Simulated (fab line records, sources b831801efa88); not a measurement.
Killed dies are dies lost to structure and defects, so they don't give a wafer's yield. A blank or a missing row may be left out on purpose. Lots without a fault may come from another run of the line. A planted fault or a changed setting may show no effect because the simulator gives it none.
One fault seen from 2 desks | flow gf180mcu | each desk has only its own numbers; what lay behind them comes last

THE TOOL OWNER'S DESK: cmp-01
The tool's own readings at GF_V1_CMP_04 (polishes SiO2): means of the sampled wafers that have a number, for each lot that ran on this tool. A lot is out of limits, marked OUT, if its mean lies more than 4 standard deviations from the usual mean; the brackets give that distance.
Columns: A = motor_current_A at GF_V1_CMP_04, usual 12.7 A; B = time_to_endpoint_s at GF_V1_CMP_04, usual 78 s
lot  | first seen here | A    | B
L931 | day 19 07:40    | 11.9 | 63
L934 | day 20 11:07    | 12.4 | 61
L941 | day 23 00:35    | 13.3 | 71
L942 | day 23 10:29    | 12.4 | 79
L943 | day 23 18:05    | 12.0 | 79
L944 | day 24 00:12    | 12.2 | 75
L948 | day 25 16:16    | 12.5 | 77
This desk's finding: nothing out of limits on any of the 7 lots.

THE METROLOGY DESK
What the gauges read, lot by lot, whatever tool the lot ran on: means of the sampled wafers that have a number. A lot is out of limits, marked OUT, if its mean lies more than 4 standard deviations from the usual mean; the brackets give that distance.
Columns: A = cd_nm at GF_M1_CD_MEAS_14, usual 230.3 nm; B = V1_CVD_00_THK at GF_V1_THK_MEAS_01, usual 598 nm
lot  | first seen here | A     | B
L927 | day 17 18:58    | 229.4 | 602
L931 | day 19 06:35    | 231.0 | 596
L932 | day 19 19:18    | 232.3 | 593
L934 | day 20 09:58    | 231.6 | 593
L939 | day 22 11:50    | 229.3 | 589
L940 | day 22 19:11    | 228.4 | 595
L941 | day 22 23:31    | 229.0 | 592
L942 | day 23 09:04    | 230.4 | 610
L943 | day 23 16:50    | 230.6 | 600
L944 | day 23 23:01    | 229.1 | 596
L945 | day 24 11:55    | 230.3 | 603
L946 | day 24 19:27    | 232.2 | 592
L947 | day 25 07:34    | 229.7 | 590
L948 | day 25 15:12    | 229.9 | 595
This desk's finding: nothing out of limits on any of the 14 lots.

PUT TOGETHER
The tool owner's desk saw nothing out of limits.
The metrology desk saw nothing out of limits.

WHAT THE SIMULATOR HAD PUT IN
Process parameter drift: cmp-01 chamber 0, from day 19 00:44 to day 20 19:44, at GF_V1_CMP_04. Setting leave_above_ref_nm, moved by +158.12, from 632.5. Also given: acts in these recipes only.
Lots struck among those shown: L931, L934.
